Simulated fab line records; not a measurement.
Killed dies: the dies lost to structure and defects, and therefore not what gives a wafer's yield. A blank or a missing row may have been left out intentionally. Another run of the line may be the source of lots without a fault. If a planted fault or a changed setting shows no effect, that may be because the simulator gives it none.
fab line records ; flow sfqLine
record: lots: 14; wafers: 42; lastDay: 83
route steps=325 shown I1@75 M2@101 I2@105 M4@149
lots that met no fault: from a run of the same line without faults
startH: start of the lot's first displayed wafer, in hours after the record's first day ; waitH: hours from the lot's prior step to this one ; " the same as in the row above ; L1.1+2: several wafers, shown together as one row ; - no value present, or no start provided ; * or withheld: withheld ; < > ~ a bound
route shown NAME@n: names a module that has steps shown in the file, with the first one's number in the route ; usual: mean/standard deviation taken from wafers without a fault ; same: alike in all rows ; chamber/n: place in a boat ; sites: each site's reading ; _std_site: their standard deviation ; _edge_site: outer sites' mean less inner sites' ; radiusMm: for every site, how far away it sits from the centre of the wafer ; mask NAME#n: copy n ; behind: tool/chamber where the wafer was last shaped ; hold: reason for holding the lot/hours on hold/outcome of the hold ; device: which transistor (n, p or np) failed to switch ; end of line: tests of these same wafers at the route's end ; a step with no rows: only its recipe ; killed: dies that structure and defects cost at the first sort, which is not the same as the wafer's yield ; map: shows each die of a wafer: x if killed, . if not, _ if none is there
set.NAME: setting as actually run; set.NAME@STEP: the setting as run at that earlier step ; model.NAME: the simulator's own value behind a step, which no gauge read
route steps across a sampled set of lots; one table per step, one row per wafer
services: when a tool's chamber went out of use (startH, in hours from the record's first day, below 0 if earlier), for how many hours, and the reason
== steps ==
step: SFQ_I1_BOW_MEAS_912
recipe: mode: bow
usual: I1_BOW: 0/8.2
lot.wafer;tool;chamber;startH;waitH;I1_BOW[um]
L675.2;filmMetro-01;-;345.64;2.5;-8
L675.5;filmMetro-01;-;345.64;2.5;4
L675.6;filmMetro-01;-;345.64;2.5;-2
L676.2;filmMetro-01;-;348.87;1.1;6
L676.5;filmMetro-01;-;348.87;1.1;8
L676.6;filmMetro-01;-;348.87;1.1;3
L677.1;filmMetro-04;-;351.85;1.5;-5
L677.4;filmMetro-04;-;351.85;1.5;-10
L677.5;filmMetro-04;-;351.85;1.5;-2
L678.1;filmMetro-02;-;353.51;2.5;12
L678.2;filmMetro-02;-;353.51;2.5;10
L678.3;filmMetro-02;-;353.51;2.5;3
L679.1;filmMetro-02;-;439.36;2.5;3
L679.4;filmMetro-02;-;439.36;2.5;5
L679.6;filmMetro-02;-;439.36;2.5;-8
L680.1;filmMetro-04;-;442.36;1.0;-12
L680.3;filmMetro-04;-;442.36;1.0;-6
L680.5;filmMetro-04;-;442.36;1.0;-8
L681.1;filmMetro-01;-;448.36;2.5;-3
L681.3;filmMetro-01;-;448.36;2.5;9
L681.6;filmMetro-01;-;448.36;2.5;1
L682.1;filmMetro-04;-;453.38;1.0;-6
L682.5;filmMetro-04;-;453.38;1.0;3
L682.6;filmMetro-04;-;453.38;1.0;-18
L684.4;filmMetro-04;-;471.44;1.6;5
L684.5;filmMetro-04;-;471.44;1.6;7
L684.6;filmMetro-04;-;471.44;1.6;0
L685.1;filmMetro-04;-;474.38;1.5;1
L685.3;filmMetro-04;-;474.38;1.5;3
L685.5;filmMetro-04;-;474.38;1.5;-3
L688.1;filmMetro-01;-;502.95;2.5;-1
L688.5;filmMetro-01;-;502.95;2.5;-5
L688.6;filmMetro-01;-;502.95;2.5;5
L689.1;filmMetro-01;-;510.55;1.5;-14
L689.2;filmMetro-01;-;510.55;1.5;-10
L689.3;filmMetro-01;-;510.55;1.5;-16
L697.1;filmMetro-04;-;567.61;1.5;16
L697.2;filmMetro-04;-;567.61;1.5;16
L697.6;filmMetro-04;-;567.61;1.5;8
L698.4;filmMetro-04;-;569.15;1.1;-1
L698.5;filmMetro-04;-;569.15;1.1;5
L698.6;filmMetro-04;-;569.15;1.1;8
step: SFQ_TRILAYER_M2_STRIP_STRIP_061
recipe: gas: O2; powerW: 200; platenTempC: 40; overashFraction: 0.65; chemistry: O2; pressureMtorr: 50
usual: drypumpMotorCurrentA: 5.6/0.43; oesProductAu: 1.000/0.006
lot.wafer;tool;chamber;startH;waitH;drypumpMotorCurrentA;oesProductAu;rfHoursCounterH
L675.2;rieMetal-03;0;476.30;0.1;6.0;1.005;49
L675.5;rieMetal-03;1;476.30;0.1;5.0;0.998;-
L675.6;rieMetal-03;0;476.30;0.1;5.9;0.995;-
L676.2;rieMetal-01;0;503.70;0.1;5.3;0.995;96
L676.5;rieMetal-01;0;503.70;0.1;5.3;1.001;-
L676.6;rieMetal-01;1;503.70;0.1;5.7;1.007;-
L677.1;rieMetal-03;1;504.90;0.1;5.0;0.995;144
L677.4;rieMetal-03;1;504.90;0.1;5.0;1.004;-
L677.5;rieMetal-03;1;504.90;0.1;5.0;0.997;-
L678.1;rieMetal-04;1;510.18;0.1;5.3;1.015;35
L678.2;rieMetal-04;0;510.18;0.1;6.2;1.001;31
L678.3;rieMetal-04;0;510.18;0.1;6.2;1.000;-
L679.1;rieMetal-03;0;511.32;0.1;5.9;1.002;54
L679.4;rieMetal-03;1;511.32;0.1;5.0;1.000;-
L679.6;rieMetal-03;0;511.32;0.1;6.0;1.012;-
L680.1;rieMetal-01;0;555.82;0.1;5.3;1.001;100
L680.3;rieMetal-01;0;555.82;0.1;5.3;1.003;-
L680.5;rieMetal-01;1;555.82;0.1;5.7;0.996;-
L681.1;rieMetal-03;0;607.06;0.1;6.0;1.003;69
L681.3;rieMetal-03;0;607.06;0.1;6.0;1.014;-
L681.6;rieMetal-03;0;607.06;0.1;5.9;1.003;-
L682.1;rieMetal-03;0;614.04;0.1;5.9;1.002;70
L682.5;rieMetal-03;1;614.04;0.1;5.0;0.995;-
L682.6;rieMetal-03;0;614.04;0.1;6.0;1.001;-
L684.4;rieMetal-03;1;635.09;0.2;5.0;0.996;-
L684.5;rieMetal-03;0;635.09;0.2;5.9;0.993;-
L684.6;rieMetal-03;1;635.09;0.2;5.0;0.994;-
L685.1;rieMetal-04;1;636.76;0.1;5.3;0.997;48
L685.3;rieMetal-04;0;636.76;0.1;6.2;0.988;-
L685.5;rieMetal-04;0;636.76;0.1;6.2;0.993;-
L688.1;rieMetal-01;1;668.31;0.1;5.6;0.998;91
L688.5;rieMetal-01;1;668.31;0.1;5.7;1.002;-
L688.6;rieMetal-01;0;668.31;0.1;5.3;0.993;-
L689.1;rieMetal-01;1;674.11;0.1;5.7;1.005;92
L689.2;rieMetal-01;0;674.11;0.1;5.3;1.006;118
L689.3;rieMetal-01;0;674.11;0.1;5.3;0.996;-
L697.1;rieMetal-04;0;736.58;0.1;6.2;0.997;61
L697.2;rieMetal-04;1;736.58;0.1;5.3;1.007;65
L697.6;rieMetal-04;0;736.58;0.1;6.2;0.990;-
L698.4;rieMetal-04;1;739.18;0.2;5.3;0.995;-
L698.5;rieMetal-04;0;739.18;0.2;6.2;0.990;-
L698.6;rieMetal-04;1;739.18;0.2;5.3;0.999;-
step: SFQ_I2_BOW_MEAS_917
recipe: mode: bow
usual: I2_BOW: 2/8.4
lot.wafer;tool;chamber;startH;waitH;I2_BOW[um]
L675.2;filmMetro-04;-;482.51;2.0;-8
L675.5;filmMetro-04;-;482.51;2.0;4
L675.6;filmMetro-04;-;482.51;2.0;-1
L676.2;filmMetro-04;-;507.57;2.5;10
L676.5;filmMetro-04;-;507.57;2.5;11
L676.6;filmMetro-04;-;507.57;2.5;6
L677.1;filmMetro-03;-;508.75;1.5;-4
L677.4;filmMetro-03;-;508.75;1.5;-7
L677.5;filmMetro-03;-;508.75;1.5;0
L678.1;filmMetro-01;-;514.23;2.5;9
L678.2;filmMetro-01;-;514.23;2.5;7
L678.3;filmMetro-01;-;514.23;2.5;-1
L679.1;filmMetro-04;-;515.68;2.0;-1
L679.4;filmMetro-04;-;515.68;2.0;1
L679.6;filmMetro-04;-;515.68;2.0;-12
L680.1;filmMetro-04;-;563.09;2.0;-7
L680.3;filmMetro-04;-;563.09;2.0;-1
L680.5;filmMetro-04;-;563.09;2.0;-4
L681.1;filmMetro-03;-;611.07;2.5;4
L681.3;filmMetro-03;-;611.07;2.5;16
L681.6;filmMetro-03;-;611.07;2.5;8
L682.1;filmMetro-01;-;618.51;2.5;-4
L682.5;filmMetro-01;-;618.51;2.5;3
L682.6;filmMetro-01;-;618.51;2.5;-19
L684.4;filmMetro-03;-;639.86;1.1;3
L684.5;filmMetro-03;-;639.86;1.1;4
L684.6;filmMetro-03;-;639.86;1.1;0
L685.1;filmMetro-04;-;642.80;2.5;9
L685.3;filmMetro-04;-;642.80;2.5;11
L685.5;filmMetro-04;-;642.80;2.5;7
L688.1;filmMetro-04;-;678.11;1.0;5
L688.5;filmMetro-04;-;678.11;1.0;0
L688.6;filmMetro-04;-;678.11;1.0;10
L689.1;filmMetro-01;-;681.18;2.0;-11
L689.2;filmMetro-01;-;681.18;2.0;-8
L689.3;filmMetro-01;-;681.18;2.0;-13
L697.1;filmMetro-01;-;740.43;2.0;16
L697.2;filmMetro-01;-;740.43;2.0;15
L697.6;filmMetro-01;-;740.43;2.0;8
L698.4;filmMetro-04;-;743.49;2.1;-2
L698.5;filmMetro-04;-;743.49;2.1;3
L698.6;filmMetro-04;-;743.49;2.1;7
step: SFQ_TRILAYER_M4_DEP_SPUTTER_091
recipe: material: Nb; basePressurePa: 1.33e-06; chamberPressurePa: 0.1333; substrateTempC: 20; resputterCathodeVoltageV: 400; targetThkNm: 200; powerW: 2000; timeS: 133.3
usual: basePressurePa: 1.32e-06/8.5e-08; cathodeDcPowerW: 2000.0/0.37; throttleValvePct: 30.0/1.1; timeS: 133.3/0
lot.wafer;tool;chamber;startH;waitH;basePressurePa;cathodeDcPowerW;throttleValvePct;timeS
L675.2;pvdSputter-03;-;799.24;0.0;1.37e-06;2000.1;29.5;133.3
L675.5;pvdSputter-03;-;799.24;0.0;1.27e-06;1999.7;29.2;133.3
L675.6;pvdSputter-03;-;799.24;0.0;1.17e-06;1999.6;30.5;133.3
L676.2;pvdSputter-06;-;818.57;0.0;1.49e-06;2001.0;30.2;133.3
L676.5;pvdSputter-06;-;818.57;0.0;1.31e-06;1999.7;29.7;133.3
L676.6;pvdSputter-06;-;818.57;0.0;1.33e-06;1999.8;29.1;133.3
L677.1;pvdSputter-03;-;826.97;0.0;1.31e-06;2000.0;30.3;133.3
L677.4;pvdSputter-03;-;826.97;0.0;1.3e-06;2000.2;31.8;133.3
L677.5;pvdSputter-03;-;826.97;0.0;1.05e-06;1999.7;30.4;133.3
L678.1;pvdSputter-06;-;830.57;0.0;1.36e-06;1999.6;29.2;133.3
L678.2;pvdSputter-06;-;830.57;0.0;1.42e-06;2000.2;29.4;133.3
L678.3;pvdSputter-06;-;830.57;0.0;1.48e-06;2000.3;30.1;133.3
L679.1;pvdSputter-05;-;832.98;0.0;1.35e-06;1999.8;29.9;133.3
L679.4;pvdSputter-05;-;832.98;0.0;1.31e-06;2000.7;31.6;133.3
L679.6;pvdSputter-05;-;832.98;0.0;1.38e-06;2000.2;29.9;133.3
L680.1;pvdSputter-05;-;875.25;0.0;1.27e-06;1999.6;28.1;133.3
L680.3;pvdSputter-05;-;875.25;0.0;1.32e-06;2000.2;31.8;133.3
L680.5;pvdSputter-05;-;875.25;0.0;1.31e-06;2000.5;28.1;133.3
L681.1;pvdSputter-06;-;920.73;0.0;1.25e-06;2000.0;29.2;133.3
L681.3;pvdSputter-06;-;920.73;0.0;1.3e-06;2000.5;29.3;133.3
L681.6;pvdSputter-06;-;920.73;0.0;1.2e-06;2000.0;29.7;133.3
L682.1;pvdSputter-06;-;929.73;0.0;1.22e-06;2000.4;29.3;133.3
L682.5;pvdSputter-06;-;929.73;0.0;1.38e-06;2000.2;29.2;133.3
L682.6;pvdSputter-06;-;929.73;0.0;1.12e-06;2000.1;30.4;133.3
L684.4;pvdSputter-03;-;946.20;0.0;1.33e-06;2000.1;30.3;133.3
L684.5;pvdSputter-03;-;946.20;0.0;1.22e-06;2000.3;30.4;133.3
L684.6;pvdSputter-03;-;946.20;0.0;1.35e-06;2000.0;32.0;133.3
L685.1;pvdSputter-03;-;953.53;0.0;1.27e-06;2000.0;29.0;133.3
L685.3;pvdSputter-03;-;953.53;0.0;1.26e-06;2000.4;29.1;133.3
L685.5;pvdSputter-03;-;953.53;0.0;1.14e-06;2000.0;30.5;133.3
L688.1;pvdSputter-05;-;982.51;0.0;-;-;-;-
L688.5;pvdSputter-05;-;982.51;0.0;-;-;-;-
L688.6;pvdSputter-05;-;982.51;0.0;-;-;-;-
L689.1;pvdSputter-03;-;983.71;0.0;-;-;-;-
L689.2;pvdSputter-03;-;983.71;0.0;-;-;-;-
L689.3;pvdSputter-03;-;983.71;0.0;-;-;-;-
L697.1;pvdSputter-03;-;1046.03;0.0;1.26e-06;1999.9;29.3;133.3
L697.2;pvdSputter-03;-;1046.03;0.0;1.37e-06;2000.4;30.3;133.3
L697.6;pvdSputter-03;-;1046.03;0.0;1.36e-06;1999.7;29.3;133.3
L698.4;pvdSputter-03;-;1050.83;0.0;1.47e-06;1999.9;30.3;133.3
L698.5;pvdSputter-03;-;1050.83;0.0;1.35e-06;1999.5;31.9;133.3
L698.6;pvdSputter-03;-;1050.83;0.0;1.09e-06;1999.8;30.3;133.3
step: SFQ_M4_RS_MEAS_924
recipe: thkMeasGauge: four-point-probe; reads: Nb_of_TRILAYER_M4_DEP_SPUTTER_091
usual: M4_NB_RS: 0.892/0.0074
lot.wafer;tool;chamber;startH;waitH;M4_NB_RS[ohm/sq]
L675.2;filmMetro-01;-;799.35;0.1;0.891
L675.5;filmMetro-01;-;799.35;0.1;0.895
L675.6;filmMetro-01;-;799.35;0.1;0.886
L676.2;filmMetro-02;-;818.69;0.1;0.884
L676.5;filmMetro-02;-;818.69;0.1;0.885
L676.6;filmMetro-02;-;818.69;0.1;0.886
L677.1;filmMetro-02;-;827.06;0.0;0.903
L677.4;filmMetro-02;-;827.06;0.0;0.902
L677.5;filmMetro-02;-;827.06;0.0;0.896
L678.1;filmMetro-01;-;830.66;0.0;0.890
L678.2;filmMetro-01;-;830.66;0.0;0.894
L678.3;filmMetro-01;-;830.66;0.0;0.893
L679.1;filmMetro-03;-;833.07;0.0;0.889
L679.4;filmMetro-03;-;833.07;0.0;0.897
L679.6;filmMetro-03;-;833.07;0.0;0.897
L680.1;filmMetro-03;-;875.34;0.0;0.896
L680.3;filmMetro-03;-;875.34;0.0;0.888
L680.5;filmMetro-03;-;875.34;0.0;0.895
L681.1;filmMetro-02;-;920.82;0.0;0.885
L681.3;filmMetro-02;-;920.82;0.0;0.890
L681.6;filmMetro-02;-;920.82;0.0;0.893
L682.1;filmMetro-02;-;929.82;0.0;0.894
L682.5;filmMetro-02;-;929.82;0.0;0.888
L682.6;filmMetro-02;-;929.82;0.0;0.891
L684.4;filmMetro-01;-;946.35;0.1;0.888
L684.5;filmMetro-01;-;946.35;0.1;0.891
L684.6;filmMetro-01;-;946.35;0.1;0.896
L685.1;filmMetro-01;-;953.62;0.0;0.891
L685.3;filmMetro-01;-;953.62;0.0;0.896
L685.5;filmMetro-01;-;953.62;0.0;0.893
L688.1;filmMetro-02;-;982.60;0.0;-
L688.5;filmMetro-02;-;982.60;0.0;-
L688.6;filmMetro-02;-;982.60;0.0;-
L689.1;filmMetro-01;-;983.80;0.0;-
L689.2;filmMetro-01;-;983.80;0.0;-
L689.3;filmMetro-01;-;983.80;0.0;-
L697.1;filmMetro-01;-;1046.12;0.0;0.903
L697.2;filmMetro-01;-;1046.12;0.0;0.900
L697.6;filmMetro-01;-;1046.12;0.0;0.911
L698.4;filmMetro-01;-;1050.98;0.1;0.888
L698.5;filmMetro-01;-;1050.98;0.1;0.886
L698.6;filmMetro-01;-;1050.98;0.1;0.887
step: SFQ_TRILAYER_M4_ETCH_METAL_ETCH_096
recipe: target: Nb; stopOn: SiO2; maskMaterial: PR; chemistry: Cl2/Ar; targetDepthNm: 240; icpW: 600; biasW: 80; pressureMtorr: 10; timeS: 120
usual: drypumpMotorCurrentA: 5.6/0.42; oesProductAu: 0.893/0.0065
same: timeS: 120
lot.wafer;tool;chamber;startH;waitH;drypumpMotorCurrentA;oesProductAu;rfHoursCounterH
L675.2;rieMetal-04;1;936.43;0.0;5.3;0.883;93
L675.5;rieMetal-04;1;936.43;0.0;5.3;0.891;-
L675.6;rieMetal-04;0;936.43;0.0;6.2;0.901;-
L676.2;rieMetal-04;0;958.63;0.0;6.2;0.890;92
L676.5;rieMetal-04;1;958.63;0.0;5.3;0.893;-
L676.6;rieMetal-04;0;958.63;0.0;6.2;0.898;-
L677.1;rieMetal-04;0;966.51;0.0;6.2;0.886;93
L677.4;rieMetal-04;0;966.51;0.0;6.2;0.884;-
L677.5;rieMetal-04;1;966.51;0.0;5.3;0.899;-
L678.1;rieMetal-01;1;970.11;0.0;5.7;0.894;135
L678.2;rieMetal-01;0;970.11;0.0;5.3;0.888;4
L678.3;rieMetal-01;0;970.11;0.0;5.3;0.900;-
L679.1;rieMetal-01;1;972.51;0.0;5.7;0.894;136
L679.4;rieMetal-01;0;972.51;0.0;5.3;0.885;-
L679.6;rieMetal-01;0;972.51;0.0;5.3;0.892;-
L680.1;rieMetal-03;0;1013.81;0.0;6.0;0.895;131
L680.3;rieMetal-03;0;1013.81;0.0;5.9;0.894;-
L680.5;rieMetal-03;1;1013.81;0.0;5.0;0.895;-
L681.1;rieMetal-03;0;1066.73;0.0;6.0;0.892;139
L681.3;rieMetal-03;1;1066.73;0.0;5.0;0.891;-
L681.6;rieMetal-03;1;1066.73;0.0;5.0;0.895;-
L682.1;rieMetal-01;0;1075.19;0.1;5.3;0.887;24
L682.5;rieMetal-01;0;1075.19;0.1;5.3;0.894;-
L682.6;rieMetal-01;0;1075.19;0.1;5.3;0.883;-
L684.4;rieMetal-03;1;1097.82;0.1;5.0;0.896;-
L684.5;rieMetal-03;1;1097.82;0.1;5.0;0.890;-
L684.6;rieMetal-03;0;1097.82;0.1;6.0;0.895;-
L685.1;rieMetal-03;0;1102.58;0.0;6.0;0.894;144
L685.3;rieMetal-03;1;1102.58;0.0;5.0;0.892;-
L685.5;rieMetal-03;1;1102.58;0.0;5.0;0.890;-
L688.1;rieMetal-04;0;1119.38;0.0;6.2;0.379;112
L688.5;rieMetal-04;1;1119.38;0.0;5.3;0.376;-
L688.6;rieMetal-04;0;1119.38;0.0;6.2;0.379;-
L689.1;rieMetal-01;0;1121.84;0.1;5.3;0.370;32
L689.2;rieMetal-01;0;1121.84;0.1;5.3;0.368;-
L689.3;rieMetal-01;0;1121.84;0.1;5.3;0.369;-
L697.1;rieMetal-01;0;1192.78;0.0;5.3;0.884;43
L697.2;rieMetal-01;1;1192.78;0.0;5.7;0.887;16
L697.6;rieMetal-01;1;1192.78;0.0;5.7;0.885;-
L698.4;rieMetal-03;0;1198.82;0.1;6.0;0.898;-
L698.5;rieMetal-03;0;1198.82;0.1;6.0;0.898;-
L698.6;rieMetal-03;1;1198.82;0.1;5.0;0.895;-
== services ==
tool;chamber;startH;hours;kind
rieMetal-04;-;507.70;0.7;repair
rieMetal-01;-;508.64;15.6;pm
rieMetal-04;-;510.98;2.8;pm
pvdSputter-06;-;556.88;7.3;repair
pvdSputter-03;-;558.97;1.6;repair
pvdSputter-06;-;569.20;4.4;repair
rieMetal-03;0;616.56;1.3;repair
rieMetal-04;-;621.53;0.4;repair
pvdSputter-03;-;653.90;15.0;repair
pvdSputter-06;-;663.17;1.2;repair
rieMetal-04;-;713.63;0.6;repair
rieMetal-01;1;765.12;1.9;repair
rieMetal-01;-;782.19;1.7;repair
rieMetal-03;-;783.73;0.8;repair
pvdSputter-03;-;839.42;13.2;repair
rieMetal-03;-;953.10;2.8;pm
rieMetal-04;-;954.34;0.5;repair
pvdSputter-03;-;968.75;3.4;repair
rieMetal-04;-;969.99;4.4;repair
rieMetal-04;0;985.08;21.4;repair
rieMetal-01;1;1072.21;14.3;repair
rieMetal-01;-;1101.60;1.4;pm
rieMetal-01;1;1114.51;17.4;repair
pvdSputter-03;-;1191.48;3.7;repair
== key ==
firstSign: step: SFQ_TRILAYER_M4_DEP_SPUTTER_091; reading: toolRecord; direction: missing
effect: step: SFQ_M4_RS_MEAS_924; reading: M4_NB_RS; direction: missing
effect: step: SFQ_TRILAYER_M4_ETCH_METAL_ETCH_096; reading: oesProductAu; direction: down; sigmas: 80; usual: 0.893; struck: 0.373
metAt SFQ_TRILAYER_M4_DEP_SPUTTER_091
struckLots L688,L689
notActingAt SFQ_I1_BOW_MEAS_912,SFQ_TRILAYER_M2_STRIP_STRIP_061,SFQ_I2_BOW_MEAS_917
onsetBetween 953.53 982.51
fault: kind: skippedStepWhole; tool: pvdSputter-03,pvdSputter-05; chamber: -; onsetH: 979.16; steps: SFQ_TRILAYER_M4_DEP_SPUTTER_091; scope: struckLotsOnly
